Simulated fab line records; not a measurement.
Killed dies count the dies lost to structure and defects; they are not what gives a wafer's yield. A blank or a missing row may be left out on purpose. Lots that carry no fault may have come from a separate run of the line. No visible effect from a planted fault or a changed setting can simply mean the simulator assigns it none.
Which tool was responsible?    flow sky130    21 wafers from 7 lots sampled at 3 of the route's 708 steps

## WHAT THE GAUGES READ, wafer by wafer
SKY_METAL4_CD_MEAS_13 targets a cd of 300 nm.
lot   measured      on         cd_nm (nm)
L564  day 42 06:02  cd_sem-02  298.6 299.5 298.8
L566  day 42 14:54  cd_sem-01  298.1 299.7 297.7
L568  day 43 14:37  cd_sem-02  301.0 299.0 300.4
L570  day 44 05:58  cd_sem-01  299.2 299.2 298.0
L575  day 45 11:10  cd_sem-01  301.4 301.0 300.7
L577  day 45 16:47  cd_sem-01  297.7 298.0 298.9
L585  day 47 10:44  cd_sem-01  300.7 301.1 299.9

## EACH LOT AND THE TOOL THAT RAN IT (in order: tool; ch and the chambers of the sampled wafers; start)
lot   SKY_CONTACT_HDPCVD_02             SKY_VIA3_CMP_24
L564  hdpcvd-01 ch 0,1, day 30 19:56    cmp-01 ch 0,3, day 40 04:33
L566  hdpcvd-01 ch 0,1,2, day 31 10:49  cmp-01 ch 0,2,3, day 40 14:09
L568  hdpcvd-02 ch 1,2, day 32 12:11    cmp-02 ch 1,2,3, day 41 15:08
L570  hdpcvd-01 ch 0,1, day 33 05:44    cmp-01 ch 0,1,2, day 42 07:05
L575  hdpcvd-01 ch 0,2, day 34 19:29    cmp-01 ch 0,2,3, day 43 14:04
L577  hdpcvd-01 ch 0,1,2, day 35 04:05  cmp-02 ch 1,2, day 43 20:54
L585  hdpcvd-02 ch 0,1,2, day 37 07:38  cmp-02 ch 0,1,3, day 45 17:55
- SKY_CONTACT_HDPCVD_02: deposits SiO2, target thk 565 nm, time 94.2 s.
- SKY_VIA3_CMP_24: polishes, stops on SiO2, t overpolish 20 s, target thk 0 nm.

## THE ANSWER, worked out from the rows above alone
Rule: usual is defined by the lots themselves. Put in order of their means at a reading, lots are off if they are a third of the lots or fewer, leave a main group of 4 or more, and stand apart from it by a gap of 3 or more times the standard deviation of the main group's means; of several such gaps the widest counts. If all means in a main group match to the digits the tables above print for the reading, that group is not used. Also off: a lot with no number at a reading for which 4 or more lots have one. Any other lot the step has rows for is counted as sound.
No lot is off on any of the readings shown, so nothing can be concluded from this.

## WHAT THE SIMULATOR HAD PUT IN
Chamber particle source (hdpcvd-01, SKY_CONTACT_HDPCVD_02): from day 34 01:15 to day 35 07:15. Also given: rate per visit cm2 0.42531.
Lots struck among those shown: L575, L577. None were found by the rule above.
